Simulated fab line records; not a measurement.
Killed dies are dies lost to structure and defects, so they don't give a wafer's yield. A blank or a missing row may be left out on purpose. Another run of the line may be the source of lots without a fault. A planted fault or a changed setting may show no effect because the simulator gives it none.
fab line records ; flow gf180mcu
[record] lots = 12; wafers = 36; last-day = 34
route steps=602 shown DNWELL@34 HV_LDD@213 NSD@246 PSD@255
lots with no fault: from the same line, run without faults
start-h: hours from the record's opening day to when the first of the lot's shown wafers began ; wait-h: hours elapsed since this lot's preceding step ; " as in the row above ; L1.1+2: a row that stands for several wafers ; - no value, or no start was given ; * or withheld: withheld ; < > ~ a bound
route shown NAME@n: names a module that has steps shown in the file, with the first one's number in the route ; usual: the fault-free wafers' mean and standard deviation ; same: alike in all rows ; chamber/n: place in a boat ; sites: the reading at each site ; _std_site: standard deviation across them ; _edge_site: the outer-site mean with the inner-site mean subtracted ; radius-mm: how far each site lies from the wafer's centre ; mask NAME#n: copy n ; behind: the last tool/chamber to shape the wafer ; hold: cause of the lot's hold/its duration in hours/its outcome ; device: whichever transistor did not switch (one of n, p or np) ; end of line: tests run on the same wafers once the route is complete ; a step given without rows: its recipe and nothing more ; killed: at the first sort, the dies lost to defects and structure; wafer yield is something else ; map: dies across one wafer; x = killed, . = not, _ = none there
set.NAME: the setting as run; set.NAME@STEP: as run at that earlier step ; model.NAME: the simulator's own value behind a step, which no gauge read
route steps across a sampled set of lots; one table per step, one row per wafer
services: when a tool's chamber went out of use (start-h, in hours from the record's first day, below 0 if earlier), for how many hours, and the reason
[[steps]]
[step GF_DNWELL_COAT_02]
[recipe] spin-rpm = 2000; resist-thk-nm = 3000
lot.wafer;tool;chamber;start-h;wait-h
L542.2+5+6;litho-track-03;0;49.69;0.1
L543.1+3+6;litho-track-02;0;50.13;0.1
L549.1+2+3;litho-track-02;0;79.28;0.1
L550.1+3+5;litho-track-01;0;84.55;0.1
L554.4+5+6;litho-track-02;0;104.61;0.1
L555.1+2+5;litho-track-01;0;108.45;0.1
L556.1+5+6;litho-track-01;0;114.15;0.1
L559.1+3+4;litho-track-03;0;129.92;0.1
L560.1+3+6;litho-track-01;0;135.05;0.1
L562.3+4+6;litho-track-03;0;145.67;0.1
L563.2+4+6;litho-track-01;0;150.12;0.1
L564.3+5+6;litho-track-01;0;156.79;0.1
[step GF_DNWELL_STRIP_08]
[recipe] chemistry = O2/N2; power-w = 1400; pressure-mtorr = 1500; platen-temp-c = 250; o2-flow-sccm = 3000; n2-flow-sccm = 300; overash-fraction = 0.5
[usual] drypump-motor-current-A = 5.6/0.57; heater-power-w = 322/39; oes-product-au = 0.722/0.0045; strip-time-to-endpoint-s = 36.97/0.11
lot.wafer;tool;chamber;start-h;wait-h;drypump-motor-current-A;heater-power-w;oes-product-au;rf-hours-counter-h;strip-time-to-endpoint-s
L542.2;plasma-asher-02;1;56.37;0.1;5.8;304;0.720;24;37.16
L542.5;plasma-asher-02;0;56.37;0.1;4.8;316;0.722;-;37.12
L542.6;plasma-asher-02;1;56.37;0.1;5.8;303;0.721;-;36.97
L543.1;plasma-asher-03;1;56.72;0.1;6.1;308;0.724;45;36.90
L543.3;plasma-asher-03;1;56.72;0.1;6.0;308;0.732;-;36.90
L543.6;plasma-asher-03;0;56.72;0.1;5.2;399;0.726;-;36.89
L549.1;plasma-asher-04;0;86.18;0.1;6.5;336;0.721;41;36.01
L549.2;plasma-asher-04;1;86.18;0.1;5.4;280;0.726;41;36.05
L549.3;plasma-asher-04;1;86.18;0.1;5.4;280;0.725;-;35.93
L550.1;plasma-asher-02;0;92.15;0.1;4.8;317;0.721;28;37.13
L550.3;plasma-asher-02;0;92.15;0.1;4.9;325;0.722;-;37.06
L550.5;plasma-asher-02;0;92.15;0.1;4.8;327;0.722;-;37.03
L554.4;plasma-asher-02;0;111.82;0.1;4.8;322;0.726;-;36.00
L554.5;plasma-asher-02;0;111.82;0.1;4.8;316;0.721;-;36.01
L554.6;plasma-asher-02;1;111.82;0.1;5.8;304;0.730;-;35.98
L555.1;plasma-asher-02;0;116.30;0.1;4.8;326;0.721;31;36.90
L555.2;plasma-asher-02;1;116.30;0.1;5.8;300;0.720;31;36.91
L555.5;plasma-asher-02;1;116.30;0.1;5.8;300;0.729;-;36.89
L556.1;plasma-asher-04;0;122.10;0.1;6.5;323;0.718;45;36.88
L556.5;plasma-asher-04;1;122.10;0.1;5.4;277;0.716;-;36.90
L556.6;plasma-asher-04;0;122.10;0.1;6.5;335;0.712;-;36.89
L559.1;plasma-asher-04;0;137.98;0.1;6.5;345;0.720;47;36.94
L559.3;plasma-asher-04;1;137.98;0.1;5.4;280;0.721;-;36.97
L559.4;plasma-asher-04;0;137.98;0.1;6.5;336;0.711;-;36.88
L560.1;plasma-asher-02;1;143.05;0.1;5.8;307;0.717;33;36.98
L560.3;plasma-asher-02;0;143.05;0.1;4.8;321;0.720;-;36.98
L560.6;plasma-asher-02;1;143.05;0.1;5.8;296;0.724;-;36.92
L562.3;plasma-asher-03;1;154.27;0.1;6.0;298;0.721;-;36.99
L562.4;plasma-asher-03;0;154.27;0.1;5.2;410;0.717;-;36.79
L562.6;plasma-asher-03;1;154.27;0.1;6.0;302;0.731;-;37.03
L563.2;plasma-asher-04;1;158.73;0.1;5.4;273;0.719;49;36.99
L563.4;plasma-asher-04;1;158.73;0.1;5.4;280;0.725;-;37.08
L563.6;plasma-asher-04;0;158.73;0.1;6.5;331;0.724;-;37.10
L564.3;plasma-asher-03;0;164.63;0.1;5.2;404;0.724;-;37.00
L564.5;plasma-asher-03;0;164.63;0.1;5.1;395;0.726;-;36.97
L564.6;plasma-asher-03;1;164.63;0.1;6.0;305;0.729;-;36.99
[step GF_HV_LDD_STRIP_37]
[recipe] chemistry = O2/N2; power-w = 1400; pressure-mtorr = 1500; platen-temp-c = 250; o2-flow-sccm = 3000; n2-flow-sccm = 300; overash-fraction = 0.5
[usual] drypump-motor-current-A = 5.5/0.55; heater-power-w = 321/35; oes-product-au = 0.715/0.0039; strip-time-to-endpoint-s = 12.63/0.037
lot.wafer;tool;chamber;start-h;wait-h;drypump-motor-current-A;heater-power-w;oes-product-au;rf-hours-counter-h;strip-time-to-endpoint-s
L542.2;plasma-asher-02;0;272.94;0.1;4.8;322;0.712;47;12.60
L542.5;plasma-asher-02;0;272.94;0.1;4.8;318;0.719;-;12.59
L542.6;plasma-asher-02;1;272.94;0.1;5.8;302;0.714;-;12.61
L543.1;plasma-asher-02;1;275.84;0.1;5.8;315;0.722;47;12.59
L543.3;plasma-asher-02;0;275.84;0.1;4.9;324;0.715;-;12.61
L543.6;plasma-asher-02;0;275.84;0.1;4.9;324;0.715;-;12.56
L549.1;plasma-asher-03;0;321.90;0.1;5.2;417;0.713;74;12.58
L549.2;plasma-asher-03;1;321.90;0.1;6.0;304;0.713;74;12.59
L549.3;plasma-asher-03;1;321.90;0.1;6.0;303;0.713;-;12.58
L550.1;plasma-asher-04;1;328.09;0.1;5.4;286;0.711;65;12.67
L550.3;plasma-asher-04;0;328.09;0.1;6.5;335;0.708;-;12.63
L550.5;plasma-asher-04;1;328.09;0.1;5.4;277;0.719;-;12.61
L554.4;plasma-asher-03;0;354.68;0.1;5.1;402;0.712;-;12.65
L554.5;plasma-asher-03;1;354.68;0.1;6.0;299;0.722;-;12.70
L554.6;plasma-asher-03;0;354.68;0.1;5.1;407;0.710;-;12.70
L555.1;plasma-asher-02;0;364.04;0.1;4.9;324;0.719;56;12.60
L555.2;plasma-asher-02;1;364.04;0.1;5.8;302;0.723;56;12.54
L555.5;plasma-asher-02;0;364.04;0.1;4.9;315;0.717;-;12.58
L556.1;plasma-asher-04;0;368.82;0.1;6.5;335;0.722;69;12.62
L556.5;plasma-asher-04;1;368.82;0.1;5.4;276;0.717;-;12.60
L556.6;plasma-asher-04;0;368.82;0.1;6.5;329;0.711;-;12.63
L559.1;plasma-asher-02;0;396.29;0.1;4.8;323;0.719;59;12.69
L559.3;plasma-asher-02;1;396.29;0.1;5.8;299;0.714;-;12.67
L559.4;plasma-asher-02;0;396.29;0.1;4.9;311;0.714;-;12.58
L560.1;plasma-asher-03;0;401.94;0.1;5.2;399;0.716;83;12.70
L560.3;plasma-asher-03;1;401.94;0.1;6.0;295;0.712;-;12.66
L560.6;plasma-asher-03;1;401.94;0.1;6.0;304;0.714;-;12.67
L562.3;plasma-asher-03;0;418.30;0.1;5.2;405;0.713;-;12.69
L562.4;plasma-asher-03;1;418.30;0.1;6.1;307;0.721;-;12.70
L562.6;plasma-asher-03;0;418.30;0.1;5.1;403;0.719;-;12.67
L563.2;plasma-asher-03;0;424.29;0.1;5.1;414;0.724;86;12.65
L563.4;plasma-asher-03;1;424.29;0.1;6.0;301;0.720;-;12.63
L563.6;plasma-asher-03;0;424.29;0.1;5.1;404;0.714;-;12.61
L564.3;plasma-asher-02;1;428.95;0.1;5.8;307;0.717;-;12.68
L564.5;plasma-asher-02;0;428.95;0.1;4.8;316;0.714;-;12.62
L564.6;plasma-asher-02;1;428.95;0.1;5.8;301;0.713;-;12.61
[step GF_NSD_STRIP_11]
[recipe] chemistry = O2/N2; power-w = 1400; pressure-mtorr = 1500; platen-temp-c = 250; o2-flow-sccm = 3000; n2-flow-sccm = 300; overash-fraction = 0.5
[usual] drypump-motor-current-A = 5.7/0.53; heater-power-w = 320/39; oes-product-au = 0.487/0.0047; strip-time-to-endpoint-s = 22.96/0.044
lot.wafer;tool;chamber;start-h;wait-h;drypump-motor-current-A;heater-power-w;oes-product-au;rf-hours-counter-h;strip-time-to-endpoint-s
L542.2;plasma-asher-03;0;316.49;0.1;5.2;404;0.481;74;22.89
L542.5;plasma-asher-03;0;316.49;0.1;5.1;399;0.486;-;22.92
L542.6;plasma-asher-03;1;316.49;0.1;6.0;301;0.494;-;22.91
L543.1;plasma-asher-04;0;319.79;0.1;6.5;336;0.487;64;22.91
L543.3;plasma-asher-04;0;319.79;0.1;6.5;329;0.481;-;22.94
L543.6;plasma-asher-04;0;319.79;0.1;6.5;337;0.483;-;22.91
L549.1;plasma-asher-04;0;369.08;0.1;6.5;333;0.491;69;23.00
L549.2;plasma-asher-04;1;369.08;0.1;5.4;273;0.480;69;23.00
L549.3;plasma-asher-04;1;369.08;0.1;5.4;273;0.477;-;23.02
L550.1;plasma-asher-01;1;374.89;0.1;5.1;296;0.488;26;23.03
L550.3;plasma-asher-01;1;374.89;0.1;5.1;297;0.502;-;23.01
L550.5;plasma-asher-01;1;374.89;0.1;5.0;295;0.484;-;23.01
L554.4;plasma-asher-04;1;403.05;0.1;5.4;278;0.490;-;22.99
L554.5;plasma-asher-04;0;403.05;0.1;6.5;338;0.485;-;22.97
L554.6;plasma-asher-04;1;403.05;0.1;5.4;274;0.488;-;23.06
L555.1;plasma-asher-03;0;413.04;0.1;5.2;397;0.486;84;22.95
L555.2;plasma-asher-03;1;413.04;0.1;6.0;305;0.490;84;22.92
L555.5;plasma-asher-03;0;413.04;0.1;5.2;406;0.487;-;22.92
L556.1;plasma-asher-01;0;418.87;0.1;5.8;306;0.490;31;22.94
L556.5;plasma-asher-01;1;418.87;0.1;5.0;292;0.480;-;22.87
L556.6;plasma-asher-01;0;418.87;0.1;5.8;308;0.483;-;22.88
L559.1;plasma-asher-04;1;447.93;0.1;5.4;298;0.485;2;23.00
L559.3;plasma-asher-04;0;447.93;0.1;6.5;335;0.489;-;23.00
L559.4;plasma-asher-04;1;447.93;0.1;5.4;286;0.487;-;23.00
L560.1;plasma-asher-04;1;453.73;0.1;5.4;290;0.481;3;22.94
L560.3;plasma-asher-04;0;453.73;0.1;6.5;346;0.484;-;22.97
L560.6;plasma-asher-04;1;453.73;0.1;5.4;297;0.484;-;22.93
L562.3;plasma-asher-04;0;470.40;0.1;6.5;343;0.488;-;22.95
L562.4;plasma-asher-04;1;470.40;0.1;5.3;285;0.482;-;22.97
L562.6;plasma-asher-04;1;470.40;0.1;5.4;291;0.478;-;22.92
L563.2;plasma-asher-03;0;475.73;0.1;5.1;405;0.492;92;22.98
L563.4;plasma-asher-03;0;475.73;0.1;5.2;396;0.491;-;22.96
L563.6;plasma-asher-03;1;475.73;0.1;6.0;302;0.484;-;22.95
L564.3;plasma-asher-03;1;480.97;0.1;6.0;298;0.479;-;22.89
L564.5;plasma-asher-03;1;480.97;0.1;6.1;309;0.489;-;22.87
L564.6;plasma-asher-03;0;480.97;0.1;5.2;400;0.493;-;22.85
[step GF_PSD_CD_MEAS_07]
[recipe] target-cd-nm = 400
[usual] cd-nm = 400.1/2.2
lot.wafer;tool;chamber;start-h;wait-h;cd-nm
L542.2;cd-sem-01;-;337.21;0.1;397.3
L542.5;cd-sem-01;-;337.21;0.1;399.6
L542.6;cd-sem-01;-;337.21;0.1;397.5
L543.1;cd-sem-01;-;340.51;0.1;402.5
L543.3;cd-sem-01;-;340.51;0.1;402.7
L543.6;cd-sem-01;-;340.51;0.1;401.3
L549.1;cd-sem-01;-;392.16;0.1;403.2
L549.2;cd-sem-01;-;392.16;0.1;401.8
L549.3;cd-sem-01;-;392.16;0.1;400.7
L550.1;cd-sem-02;-;398.06;0.1;398.0
L550.3;cd-sem-02;-;398.06;0.1;396.1
L550.5;cd-sem-02;-;398.06;0.1;397.6
L554.4;cd-sem-02;-;426.95;0.1;402.6
L554.5;cd-sem-02;-;426.95;0.1;399.9
L554.6;cd-sem-02;-;426.95;0.1;401.3
L555.1;cd-sem-01;-;437.34;0.1;400.0
L555.2;cd-sem-01;-;437.34;0.1;399.9
L555.5;cd-sem-01;-;437.34;0.1;400.5
L556.1;cd-sem-02;-;443.24;0.1;398.2
L556.5;cd-sem-02;-;443.24;0.1;398.0
L556.6;cd-sem-02;-;443.24;0.1;399.8
L559.1;cd-sem-01;-;472.16;0.1;399.2
L559.3;cd-sem-01;-;472.16;0.1;400.9
L559.4;cd-sem-01;-;472.16;0.1;401.0
L560.1;cd-sem-02;-;478.03;0.1;400.1
L560.3;cd-sem-02;-;478.03;0.1;400.7
L560.6;cd-sem-02;-;478.03;0.1;401.3
L562.3;cd-sem-01;-;494.48;0.1;403.2
L562.4;cd-sem-01;-;494.48;0.1;402.9
L562.6;cd-sem-01;-;494.48;0.1;404.5
L563.2;cd-sem-02;-;499.10;0.1;397.7
L563.4;cd-sem-02;-;499.10;0.1;399.3
L563.6;cd-sem-02;-;499.10;0.1;398.4
L564.3;cd-sem-01;-;505.28;0.1;395.3
L564.5;cd-sem-01;-;505.28;0.1;397.4
L564.6;cd-sem-01;-;505.28;0.1;393.8
[[services]]
tool;chamber;start-h;hours;kind
plasma-asher-02;-;43.43;2.8;pm
plasma-asher-01;-;84.58;2.3;repair
plasma-asher-01;-;92.04;2.8;pm
plasma-asher-01;-;108.85;9.0;pm
plasma-asher-04;-;109.15;1.0;repair
plasma-asher-04;-;109.34;1.2;repair
plasma-asher-02;-;117.52;1.1;repair
plasma-asher-04;-;186.87;14.6;pm
plasma-asher-03;-;190.70;2.5;repair
plasma-asher-04;-;210.38;0.9;repair
plasma-asher-01;-;303.19;6.4;repair
plasma-asher-03;-;314.43;0.8;repair
plasma-asher-04;-;329.59;2.6;repair
plasma-asher-02;-;362.67;1.3;repair
plasma-asher-04;-;380.84;12.4;repair
plasma-asher-02;-;416.05;3.4;repair
plasma-asher-04;-;421.25;9.0;pm
plasma-asher-04;0;421.25;9.0;vent-cycle
plasma-asher-04;1;421.25;9.0;vent-cycle
plasma-asher-04;0;430.25;-;clean
plasma-asher-04;1;430.25;-;clean
plasma-asher-03;-;432.87;0.5;repair
plasma-asher-01;-;451.30;1.8;repair
plasma-asher-01;-;464.65;28.1;pm
[[key]]
[first-sign] step = GF_DNWELL_STRIP_08; reading = strip-time-to-endpoint-s; direction = down; sigmas = 8.8; usual = *; struck = *
effect none on later readings
met-at GF_DNWELL_COAT_02
struck-lots L549,L554
tester-left-out L549,L554
not-acting-at GF_HV_LDD_STRIP_37,GF_NSD_STRIP_11,GF_PSD_CD_MEAS_07
onset-between 50.13 79.28
[fault] kind = process-parameter-drift; tool = litho-track-02; chamber = -; onset-h = 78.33; steps = GF_DNWELL_COAT_02; channel = resist-thk-nm; offset = *; shape = step; end-h = 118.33; acts-in = *; stated = *
// tester-left-out: of these lots the tester's yield and bins aren't shown, on N5 and GAA mostly nor the transistor test; their killed dies are dies lost to structure and defects alone, not to doping, threshold or leakage, so they don't give the yield
